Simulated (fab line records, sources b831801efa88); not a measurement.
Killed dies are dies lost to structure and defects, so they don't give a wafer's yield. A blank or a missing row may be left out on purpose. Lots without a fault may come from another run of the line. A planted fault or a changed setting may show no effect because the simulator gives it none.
fab line records | flow sky130
record lots=5 wafers=23
route steps=708 shown LDD_HVP@280 LDD_LDN@298 POLY_CUT@310 SD_P@322 RES_XHIGH@335 SD_N@345 LI_CONTACT@371
start_h: hours from the record's first day to the start of the lot's first wafer shown | wait_h: hours since the lot's step before | " the same as in the row above | L1.1+2: a row that stands for several wafers | - no value, or no start given | * or withheld: withheld | < > ~ a bound
route shown NAME@n: a module of which the file shows steps, and the number in the route of the first | usual: mean/standard deviation of fault-free wafers | same: alike in all rows | chamber/n: place in a boat | sites: the reading at each site | _std_site: their standard deviation | _edge_site: outer sites' mean less inner sites' | radius_mm: how far each site lies from the wafer's centre | mask NAME#n: copy n | behind: the tool/chamber that last shaped the wafer | hold: why the lot was held/for how many hours/how that ended | device: the transistor (n, p or np) that didn't switch | end of line: the same wafers' tests at the end of the route | a step without rows: its recipe alone | killed: dies lost to structure and defects at the first sort, not the wafer's yield | map: a wafer's dies, x killed, . not, _ none there
set.NAME: the setting as run; set.NAME@STEP: as run at that earlier step | model.NAME: the simulator's own value behind a step, which no gauge read
lots whose settings were changed on purpose; a table a step, a row a wafer
## steps
# step SKY_LDD_HVP_COAT_02
# recipe resist=NOVOLAK spin_rpm=3000 resist_thk_nm=300
# columns lot.wafer tool chamber start_h wait_h set.spin_rpm model.NOVOLAK_of_LDD_HVP_COAT_02.thk_nm
L075.1 litho_track-04 0 508.00 0.1 3000 300.3
L075.2 " 0 " " 3000 300.7
L075.3+6 " 0 " " 3000 301
L075.4 " 0 " " 3000 300.5
L077.2 litho_track-04 0 533.28 0.1 3000 300.3
L077.3 " 0 " " 3000 299.4
L077.5 " 0 " " 3000 299.7
L079.1 litho_track-01 0 547.89 0.1 3000 299.4
L079.2 " 0 " " 3000 298.3
L079.4 " 0 " " 3000 299.5
L079.5 " 0 " " 3000 299.2
L079.6 " 0 " " 3000 299.3
L081.1 litho_track-02 0 560.13 0.1 3167 293
L081.2+3 " 0 " " 3000 301.5
L081.4 " 0 " " 3000 302.1
L081.6 " 0 " " 3167 293.2
L085.1 litho_track-02 0 583.78 0.1 3000 301.2
L085.2 " 0 " " 3000 300.2
L085.4 " 0 " " 2880 307.2
L085.5 " 0 " " 3000 300.7
L085.6 " 0 " " 2880 306.9
# step SKY_LDD_HVP_IMPLANT_08
# recipe species=B energy_kev=20 dose_cm2=1.7e+13 tilt_deg=17.9
# columns lot.wafer tool chamber start_h wait_h set.dose_cm2
L075.1+2+6 implanter-01 0 523.74 0.0 1.7e+13
L075.3+4 " 0 " " 1.759e+13
L077.2+3+5 implanter-04 0 548.49 0.0 1.7e+13
L079.1+5 implanter-02 0 562.57 0.0 1.7e+13
L079.2+4+6 " 0 " " 1.806e+13
L081.1+4 implanter-02 0 575.67 0.0 1.7e+13
L081.2+3+6 " 0 " " 1.659e+13
L085.1+4+5 implanter-02 0 598.82 0.0 1.761e+13
L085.2+6 " 0 " " 1.7e+13
# step SKY_LDD_HVP_STRIP_09
# recipe chemistry=O2/N2 power_w=1400 pressure_mtorr=1500 platen_temp_c=withheld o2_flow_sccm=3000 n2_flow_sccm=300 overash_fraction=0.5
# usual strip_time_to_endpoint_s=4.141/0.015
# columns lot.wafer tool chamber start_h wait_h set.spin_rpm@LDD_HVP_COAT_02 strip_time_to_endpoint_s
L075.1 plasma_asher-01 0 523.89 0.1 3000 4.140
L075.2 " 1 " " 3000 4.133
L075.3 " 0 " " 3000 4.133
L075.4 " 1 " " 3000 4.153
L075.6 " 0 " " 3000 4.151
L077.2 plasma_asher-01 1 548.62 0.1 3000 4.149
L077.3 " 0 " " 3000 4.129
L077.5 " 0 " " 3000 4.128
L079.1 plasma_asher-04 0 562.72 0.1 3000 4.134
L079.2 " 1 " " 3000 4.100
L079.4 " 1 " " 3000 4.134
L079.5 " 1 " " 3000 4.115
L079.6 " 0 " " 3000 4.141
L081.1 plasma_asher-02 1 575.82 0.1 3167 4.029
L081.2 " 0 " " 3000 4.157
L081.3 " 1 " " 3000 4.146
L081.4 " 0 " " 3000 4.161
L081.6 " 1 " " 3167 4.046
L085.1 plasma_asher-01 1 598.97 0.1 3000 4.155
L085.2 " 0 " " 3000 4.135
L085.4 " 1 " " 2880 4.232
L085.5 " 0 " " 3000 4.145
L085.6 " 1 " " 2880 4.234
# step SKY_LDD_LDN_IMPLANT_09
# recipe species=As energy_kev=15 dose_cm2=1.25e+13 tilt_deg=withheld rotation_deg=113
# columns lot.wafer tool chamber start_h wait_h set.energy_kev model.implant.rp_nm model.implant.drp_nm
L075.1+3 implanter-03 0 554.52 0.1 15 13.13 5.933
L075.2+4+6 " 0 " " 15.29 13.31 6.01
L077.2+3+5 implanter-02 0 578.64 0.1 15 12.44 5.933
L079.1+2+4 implanter-03 0 591.87 0.1 15.53 13.08 6.073
L079.5+6 " 0 " " 15 12.77 5.933
L081.1+4+6 implanter-03 0 605.37 0.1 15 12.67 5.933
L081.2+3 " 0 " " 14.49 12.61 5.793
L085.1+4+6 implanter-02 0 628.17 0.1 15 12.63 5.933
L085.2+5 " 0 " " 14.12 12.51 5.69
# step SKY_POLY_CUT_COAT_03
# recipe resist=KrF-thick spin_rpm=3000 resist_thk_nm=450
# columns lot.wafer tool chamber start_h wait_h set.spin_rpm model.KrF-thick_of_POLY_CUT_COAT_03.thk_nm
L075.1 litho_track-02 0 - - 3000 453.6
L075.2 " 0 " " 3000 452.9
L075.3 " 0 " " 3000 451.7
L075.4 " 0 " " 3000 452.6
L075.6 " 0 " " 3000 452.5
L077.2 litho_track-03 0 - - 3000 452.1
L077.3 " 0 " " 3000 452.2
L077.5 " 0 " " 3000 450.9
L079.1 litho_track-02 0 - - 3000 452.8
L079.2 " 0 " " 2905 460.7
L079.4 " 0 " " 3000 451.7
L079.5 " 0 " " 2905 459.1
L079.6 " 0 " " 2905 458.9
L081.1 litho_track-03 0 - - 3000 450.7
L081.2 " 0 " " 2803 465.5
L081.3 " 0 " " 3000 451.2
L081.4 " 0 " " 3000 450.6
L081.6 " 0 " " 2803 465.9
L085.1 litho_track-04 0 - - 3000 452.4
L085.2 " 0 " " 2815 465.1
L085.4 " 0 " " 2815 466.1
L085.5 " 0 " " 3000 450.7
L085.6 " 0 " " 2815 466.5
# step SKY_POLY_CUT_ETCH_10
# recipe chemistry=N2/H2 target=BARC ion_energy_ev=200 source_w=500 bias_w=100 pressure_mtorr=30 n2_flow_sccm=100 h2_flow_sccm=200 stop_on=SiO2 time_s=45.9 target_depth_a=600
# columns lot.wafer tool chamber start_h wait_h set.ion_energy_ev
L075.1+2 rie_diel-04 0,3 586.76 0.0 200
L075.3+4+6 " 2,2,0 " " 176.8
L077.2+3+5 rie_diel-03 0,2,1 609.76 0.0 200
L079.1+4+6 rie_diel-03 2,3,0 623.84 0.0 206.3
L079.2+5 " 0,3 " " 200
L081.1+2+4 rie_diel-03 1,3,2 636.66 0.0 200
L081.3+6 " 0,1 " " 185.2
L085.1+2 rie_diel-04 0,1 658.01 0.0 200
L085.4+5+6 " 3,0,3 " " 176.2
# step SKY_POLY_CUT_ETCH_11
# recipe target=Si3N4 chemistry=CF4/CH2F2/Ar stop_on=poly-Si source_w=578.5 bias_w=150 pressure_mtorr=40 cf4_flow_sccm=40 ch2f2_flow_sccm=20 Ar_flow_sccm=150 time_s=42.5 target_depth_a=600
# step SKY_POLY_CUT_STRIP_12
# recipe chemistry=O2/N2 power_w=1400 pressure_mtorr=1500 platen_temp_c=withheld o2_flow_sccm=3000 n2_flow_sccm=300 overash_fraction=0.5
# usual strip_time_to_endpoint_s=5.365/0.015
# columns lot.wafer tool chamber start_h wait_h set.spin_rpm@POLY_CUT_COAT_03 strip_time_to_endpoint_s
L075.1 plasma_asher-03 0 586.84 0.0 3000 5.394
L075.2 " 1 " " 3000 5.366
L075.3 " 1 " " 3000 5.381
L075.4 " 0 " " 3000 5.405
L075.6 " 1 " " 3000 5.405
L077.2 plasma_asher-01 1 609.84 0.0 3000 5.377
L077.3 " 0 " " 3000 5.375
L077.5 " 0 " " 3000 5.358
L079.1 plasma_asher-03 1 623.92 0.0 3000 5.394
L079.2 " 0 " " 2905 5.454
L079.4 " 1 " " 3000 5.377
L079.5 " 0 " " 2905 5.446
L079.6 " 1 " " 2905 5.438
L081.1 plasma_asher-04 1 636.74 0.0 3000 5.383
L081.2 " 0 " " 2803 5.518
L081.3 " 1 " " 3000 5.362
L081.4 " 0 " " 3000 5.354
L081.6 " 0 " " 2803 5.514
L085.1 plasma_asher-03 1 658.09 0.0 3000 5.383
L085.2 " 0 " " 2815 5.507
L085.4 " 0 " " 2815 5.524
L085.5 " 0 " " 3000 5.389
L085.6 " 1 " " 2815 5.547
# step SKY_SD_P_COAT_02
# recipe resist=NOVOLAK spin_rpm=3000 resist_thk_nm=1140
# columns lot.wafer tool chamber start_h wait_h set.resist_thk_nm model.NOVOLAK_of_SD_P_COAT_02.thk_nm
L075.1 litho_track-01 0 601.19 0.1 1140 1137
L075.2 " 0 " " 1118 1113
L075.3+6 " 0 " " 1118 1114
L075.4 " 0 " " 1140 1139
L077.2 litho_track-01 0 624.26 0.1 1140 1137
L077.3 " 0 " " 1140 1138
L077.5 " 0 " " 1140 1135
L079.1 litho_track-01 0 638.09 0.1 1140 1135
L079.2 " 0 " " 1140 1137
L079.4+6 " 0 " " 1140 1133
L079.5 " 0 " " 1140 1134
L081.1 litho_track-01 0 649.89 0.1 1162 1159
L081.2 " 0 " " 1140 1137
L081.3 " 0 " " 1140 1139
L081.4 " 0 " " 1140 1143
L081.6 " 0 " " 1162 1162
L085.1 litho_track-04 0 671.00 0.1 1140 1149
L085.2 " 0 " " 1140 1143
L085.4 " 0 " " 1140 1144
L085.5 " 0 " " 1140 1146
L085.6 " 0 " " 1140 1142
# step SKY_SD_P_SOFTBAKE_03
# recipe temp_c=90 time_s=60 resist=NOVOLAK
# step SKY_SD_P_EXPOSE_04
# recipe mask_id=PSDM na=0.6 source_shape=conventional sigma_outer=0.6 polarization=unpolarized target_cd_nm=380 dose_mj=138
# step SKY_SD_P_IMPLANT_09
# recipe species=BF2 energy_kev=20 dose_cm2=3e+15 tilt_deg=0
# step SKY_SD_P_STRIP_10
# recipe chemistry=O2/N2 power_w=1400 pressure_mtorr=1500 platen_temp_c=withheld o2_flow_sccm=3000 n2_flow_sccm=300 overash_fraction=0.5
# usual strip_time_to_endpoint_s=17.47/0.039
# columns lot.wafer tool chamber start_h wait_h set.resist_thk_nm@SD_P_COAT_02 strip_time_to_endpoint_s
L075.1 plasma_asher-02 0 615.71 0.1 1140 17.44
L075.2 " 1 " " 1118 17.17
L075.3 " 0 " " 1118 17.20
L075.4 " 1 " " 1140 17.48
L075.6 " 0 " " 1118 17.20
L077.2 plasma_asher-02 0 638.93 0.1 1140 17.47
L077.3 " 1 " " 1140 17.47
L077.5 " 1 " " 1140 17.44
L079.1 plasma_asher-03 1 652.54 0.1 1140 17.44
L079.2 " 0 " " 1140 17.44
L079.4 " 0 " " 1140 17.42
L079.5 " 1 " " 1140 17.43
L079.6 " 0 " " 1140 17.43
L081.1 plasma_asher-04 1 664.94 0.1 1162 17.66
L081.2 " 0 " " 1140 17.46
L081.3 " 0 " " 1140 17.48
L081.4 " 1 " " 1140 17.51
L081.6 " 1 " " 1162 17.71
L085.1 plasma_asher-02 1 685.63 0.1 1140 17.59
L085.2 " 0 " " 1140 17.52
L085.4 " 0 " " 1140 17.57
L085.5 " 0 " " 1140 17.53
L085.6 " 1 " " 1140 17.53
# step SKY_RES_XHIGH_SOFTBAKE_03
# recipe temp_c=90 time_s=60 resist=NOVOLAK
# columns lot.wafer tool chamber start_h wait_h set.temp_c model.NOVOLAK_of_RES_XHIGH_COAT_02.thk_nm
L075.1 litho_track-04 0 629.85 0.1 93.57 1128
L075.2+3 " 0 " " 90 1139
L075.4 " 0 " " 90 1138
L075.6 " 0 " " 93.57 1130
L077.2+5 litho_track-02 0 653.06 0.1 90 1146
L077.3 " 0 " " 90 1145
L079.1 litho_track-01 0 666.54 0.1 91.45 1132
L079.2 " 0 " " 91.45 1128
L079.4 " 0 " " 90 1137
L079.5 " 0 " " 91.45 1130
L079.6 " 0 " " 90 1135
L081.1 litho_track-02 0 678.08 0.1 90 1140
L081.2 " 0 " " 93.66 1126
L081.3 " 0 " " 93.66 1127
L081.4 " 0 " " 90 1142
L081.6 " 0 " " 93.66 1131
L085.1 litho_track-01 0 699.14 0.1 93.28 1131
L085.2+5 " 0 " " 90 1142
L085.4 " 0 " " 93.28 1132
L085.6 " 0 " " 90 1141
# step SKY_RES_XHIGH_EXPOSE_04
# recipe mask_id=URPM na=0.6 source_shape=conventional sigma_outer=0.6 polarization=unpolarized target_cd_nm=1270 dose_mj=142.3
# step SKY_RES_XHIGH_PEB_05
# recipe temp_c=withheld time_s=* resist=NOVOLAK
# step SKY_RES_XHIGH_DEVELOP_06
# recipe resist=NOVOLAK developer=TMAH develop_time_s=60 dev_temp_c=23
# step SKY_RES_XHIGH_IMPLANT_07
# recipe species=BF2 energy_kev=20 dose_cm2=3.6e+14 tilt_deg=0
# step SKY_RES_XHIGH_STRIP_08
# recipe chemistry=O2/N2 power_w=1400 pressure_mtorr=1500 platen_temp_c=withheld o2_flow_sccm=3000 n2_flow_sccm=300 overash_fraction=0.5
# usual strip_time_to_endpoint_s=14.27/0.04
# columns lot.wafer tool chamber start_h wait_h set.temp_c@RES_XHIGH_SOFTBAKE_03 strip_time_to_endpoint_s
L075.1 plasma_asher-04 0 643.79 0.1 93.57 14.13
L075.2 " 1 " " 90 14.25
L075.3 " 0 " " 90 14.24
L075.4 " 1 " " 90 14.25
L075.6 " 1 " " 93.57 14.15
L077.2 plasma_asher-02 1 666.80 0.1 90 14.35
L077.3 " 1 " " 90 14.34
L077.5 " 1 " " 90 14.32
L079.1 plasma_asher-02 0 680.58 0.1 91.45 14.17
L079.2 " 1 " " 91.45 14.13
L079.4 " 0 " " 90 14.25
L079.5 " 0 " " 91.45 14.16
L079.6 " 1 " " 90 14.20
L081.1 plasma_asher-02 1 692.20 0.1 90 14.25
L081.2 " 0 " " 93.66 14.09
L081.3 " 1 " " 93.66 14.12
L081.4 " 0 " " 90 14.27
L081.6 " 0 " " 93.66 14.18
L085.1 plasma_asher-02 0 713.18 0.1 93.28 14.17
L085.2 " 1 " " 90 14.30
L085.4 " 1 " " 93.28 14.17
L085.5 " 0 " " 90 14.30
L085.6 " 1 " " 90 14.29
# step SKY_SD_N_SOFTBAKE_03
# recipe temp_c=90 time_s=60 resist=NOVOLAK
# columns lot.wafer tool chamber start_h wait_h set.temp_c
L075.1+2+6 litho_track-03 0 658.07 0.1 90
L075.3+4 " 0 " " 91.16
L077.2+3+5 litho_track-03 0 680.75 0.1 90
L079.1+5 litho_track-01 0 694.24 0.1 87.01
L079.2+4+6 " 0 " " 90
L081.1+2+3+4+6 litho_track-03 0 705.67 0.1 90
L085.1+2+6 litho_track-02 0 726.28 0.1 90
L085.4+5 " 0 " " 92.35
# step SKY_SD_N_EXPOSE_04
# recipe mask_id=NSDM na=0.6 source_shape=conventional sigma_outer=0.6 polarization=unpolarized target_cd_nm=380 dose_mj=141
# columns lot.wafer tool chamber start_h wait_h mask set.dose_mj
L075.1+2+3+4+6 iline_stepper-02 0 - - NSDM#0 141
L077.2+3+5 iline_stepper-01 0 - - NSDM#0 141
L079.1+5+6 iline_stepper-02 0 - - NSDM#0 149.2
L079.2+4 " 0 " " NSDM#0 141
L081.1+4+6 iline_stepper-01 0 - - NSDM#0 135.3
L081.2+3 " 0 " " NSDM#0 141
L085.1+2+5 iline_stepper-01 0 - - NSDM#0 141
L085.4+6 " 0 " " NSDM#0 149.7
# step SKY_SD_N_PEB_05
# recipe temp_c=withheld time_s=* resist=NOVOLAK
# step SKY_SD_N_DEVELOP_06
# recipe resist=NOVOLAK developer=TMAH develop_time_s=60 dev_temp_c=23
# columns lot.wafer tool chamber start_h wait_h set.temp_c@SD_N_SOFTBAKE_03 model.NOVOLAK_of_SD_N_COAT_02.thk_nm
L075.1 litho_track-02 0 671.13 0.1 90 1142
L075.2 " 0 " " 90 1141
L075.3 " 0 " " 91.16 1140
L075.4 " 0 " " 91.16 1134
L075.6 " 0 " " 90 1140
L077.2 litho_track-02 0 694.21 0.1 90 1137
L077.3 " 0 " " 90 1139
L077.5 " 0 " " 90 1140
L079.1 litho_track-02 0 707.68 0.1 87.01 1146
L079.2 " 0 " " 90 1137
L079.4 " 0 " " 90 1140
L079.5 " 0 " " 87.01 1144
L079.6 " 0 " " 90 1135
L081.1+3 litho_track-01 0 719.59 0.1 90 1139
L081.2+6 " 0 " " 90 1142
L081.4 " 0 " " 90 1141
L085.1+6 litho_track-01 0 739.24 0.1 90 1135
L085.2 " 0 " " 90 1137
L085.4 " 0 " " 92.35 1129
L085.5 " 0 " " 92.35 1127
# step SKY_SD_N_CD_MEAS_07
# recipe target_cd_nm=380
# usual cd_nm=381/3.1
# columns lot.wafer tool chamber start_h wait_h set.dose_mj@SD_N_EXPOSE_04 cd_nm
L075.1 cd_sem-02 - 671.28 0.1 141 375
L075.2 " - " " 141 374
L075.3 " - " " 141 376
L075.4 " - " " 141 376
L075.6 " - " " 141 375
L077.2 cd_sem-01 - 694.46 0.2 141 380
L077.3 " - " " 141 378
L077.5 " - " " 141 374
L079.1 cd_sem-01 - 707.84 0.1 149.2 398
L079.2 " - " " 141 381
L079.4 " - " " 141 382
L079.5 " - " " 149.2 398
L079.6 " - " " 149.2 399
L081.1 cd_sem-01 - 719.74 0.1 135.3 371
L081.2 " - " " 141 382
L081.3 " - " " 141 383
L081.4 " - " " 135.3 369
L081.6 " - " " 135.3 371
L085.1 cd_sem-02 - 739.39 0.1 141 380
L085.2 " - " " 141 380
L085.4 " - " " 149.7 400
L085.5 " - " " 141 382
L085.6 " - " " 149.7 400
# step SKY_LI_CONTACT_EXPOSE_09
# recipe mask_id=LICM1 na=0.8 source_shape=annular sigma_inner=0.55 sigma_outer=0.85 target_cd_nm=170 dose_mj=38
# columns lot.wafer tool chamber start_h wait_h mask set.dose_mj
L075.1+2+3+4+6 krf_scanner-02 0 - - LICM1#0 38
L077.2+3+5 krf_scanner-02 0 - - LICM1#0 38
L079.1+4+5 krf_scanner-01 0 - - LICM1#0 36.64
L079.2+6 " 0 " " LICM1#0 38
L081.1+2 krf_scanner-02 0 - - LICM1#0 37.12
L081.3+4+6 " 0 " " LICM1#0 38
L085.1+4+5 krf_scanner-01 0 - - LICM1#0 38
L085.2+6 " 0 " " LICM1#0 39.18
# step SKY_LI_CONTACT_PEB_10
# recipe peb_temp_c=withheld peb_time_s=withheld resist=KrF-thick
# step SKY_LI_CONTACT_DEVELOP_11
# recipe develop_time_s=60 resist=KrF-thick dev_temp_c=21
# step SKY_LI_CONTACT_CD_MEAS_12
# recipe target_cd_nm=170
# usual cd_nm=169.8/1.4
# columns lot.wafer tool chamber start_h wait_h set.dose_mj@LI_CONTACT_EXPOSE_09 cd_nm
L075.1 cd_sem-01 - 700.15 - 38 169.8
L075.2 " - " " 38 171.0
L075.3 " - " " 38 170.6
L075.4 " - " " 38 170.4
L075.6 " - " " 38 170.3
L077.2 cd_sem-01 - 723.42 - 38 167.9
L077.3 " - " " 38 168.6
L077.5 " - " " 38 167.2
L079.1 cd_sem-02 - 736.81 - 36.64 164.4
L079.2 " - " " 38 170.5
L079.4 " - " " 36.64 163.9
L079.5 " - " " 36.64 164.7
L079.6 " - " " 38 170.3
L081.1 cd_sem-02 - 748.27 - 37.12 165.7
L081.2 " - " " 37.12 167.9
L081.3 " - " " 38 170.9
L081.4 " - " " 38 171.5
L081.6 " - " " 38 171.1
L085.1 cd_sem-02 - 768.03 - 38 169.5
L085.2 " - " " 39.18 175.8
L085.4 " - " " 38 171.4
L085.5 " - " " 38 169.3
L085.6 " - " " 39.18 176.0
# step SKY_LI_CONTACT_ETCH_14
# recipe chemistry=N2/H2 target=BARC ion_energy_ev=200 source_w=500 bias_w=100 pressure_mtorr=30 n2_flow_sccm=100 h2_flow_sccm=200 stop_on=SiO2 time_s=45.9 target_depth_a=600
# columns lot.wafer tool chamber start_h wait_h set.dose_mj@LI_CONTACT_EXPOSE_09 model.LI_CONTACT.cd_nm
L075.1+6 rie_diel-02 0 700.31 0.0 38 170.2
L075.2 " 2 " " 38 170.1
L075.3 " 3 " " 38 170.6
L075.4 " 1 " " 38 171
L077.2 rie_diel-02 1 723.56 0.0 38 168.9
L077.3 " 0 " " 38 168.8
L077.5 " 1 " " 38 168.1
L079.1 rie_diel-02 1 736.97 0.0 36.64 165.5
L079.2 " 3 " " 38 170
L079.4 " 0 " " 36.64 163.9
L079.5 " 0 " " 36.64 164.5
L079.6 " 1 " " 38 171.1
L081.1 rie_diel-03 2 748.43 0.0 37.12 166.1
L081.2 " 1 " " 37.12 167.6
L081.3 " 3 " " 38 170.6
L081.4 " 0 " " 38 171.7
L081.6 " 1 " " 38 171.4
L085.1 rie_diel-03 2 768.19 0.0 38 168.9
L085.2 " 3 " " 39.18 176.5
L085.4 " 0 " " 38 171.4
L085.5 " 1 " " 38 169.8
L085.6 " 0 " " 39.18 176.2
## key
split step=SKY_LDD_HVP_COAT_02 setting=spin_rpm stated=3000 by=wafer
response step=SKY_LDD_HVP_COAT_02 reading=model.NOVOLAK_of_LDD_HVP_COAT_02.thk_nm change=-1.56 per=1% r=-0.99
response step=SKY_LDD_HVP_STRIP_09 reading=strip_time_to_endpoint_s change=* per=1% r=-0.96
split step=SKY_LDD_HVP_IMPLANT_08 setting=dose_cm2 stated=1.7e+13 by=wafer
response none clear
split step=SKY_LDD_LDN_IMPLANT_09 setting=energy_kev stated=15 by=wafer
response step=SKY_LDD_LDN_IMPLANT_09 reading=model.implant.rp_nm shape=bent at_lowest=12.51 at_stated=12.69 at_highest=13.08
response step=SKY_LDD_LDN_IMPLANT_09 reading=model.implant.drp_nm change=+0.0409 per=1% r=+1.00
split step=SKY_POLY_CUT_COAT_03 setting=spin_rpm stated=3000 by=wafer
response step=SKY_POLY_CUT_COAT_03 reading=model.KrF-thick_of_POLY_CUT_COAT_03.thk_nm change=-2.3 per=1% r=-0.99
response step=SKY_POLY_CUT_STRIP_12 reading=strip_time_to_endpoint_s change=* per=1% r=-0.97
split step=SKY_POLY_CUT_ETCH_10 setting=ion_energy_ev stated=200 by=wafer
response none clear
split step=SKY_SD_P_COAT_02 setting=resist_thk_nm stated=1140 by=wafer
response step=SKY_SD_P_COAT_02 reading=model.NOVOLAK_of_SD_P_COAT_02.thk_nm change=+11.7 per=1% r=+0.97
response step=SKY_SD_P_STRIP_10 reading=strip_time_to_endpoint_s change=* per=1% r=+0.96
split step=SKY_RES_XHIGH_SOFTBAKE_03 setting=temp_c stated=90 by=wafer
response step=SKY_RES_XHIGH_SOFTBAKE_03 reading=model.NOVOLAK_of_RES_XHIGH_COAT_02.thk_nm change=-2.88 per=1% r=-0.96
response step=SKY_RES_XHIGH_STRIP_08 reading=strip_time_to_endpoint_s change=* per=1% r=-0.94
split step=SKY_SD_N_SOFTBAKE_03 setting=temp_c stated=90 by=wafer
response step=SKY_SD_N_DEVELOP_06 reading=model.NOVOLAK_of_SD_N_COAT_02.thk_nm change=-2.51 per=1% r=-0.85
split step=SKY_SD_N_EXPOSE_04 setting=dose_mj stated=141 by=wafer
response step=SKY_SD_N_CD_MEAS_07 reading=cd_nm change=+2.97 per=1% r=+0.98
split step=SKY_LI_CONTACT_EXPOSE_09 setting=dose_mj stated=38 by=wafer
response step=SKY_LI_CONTACT_CD_MEAS_12 reading=cd_nm change=+1.8 per=1% r=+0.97
response step=SKY_LI_CONTACT_ETCH_14 reading=model.LI_CONTACT.cd_nm change=+1.84 per=1% r=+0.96
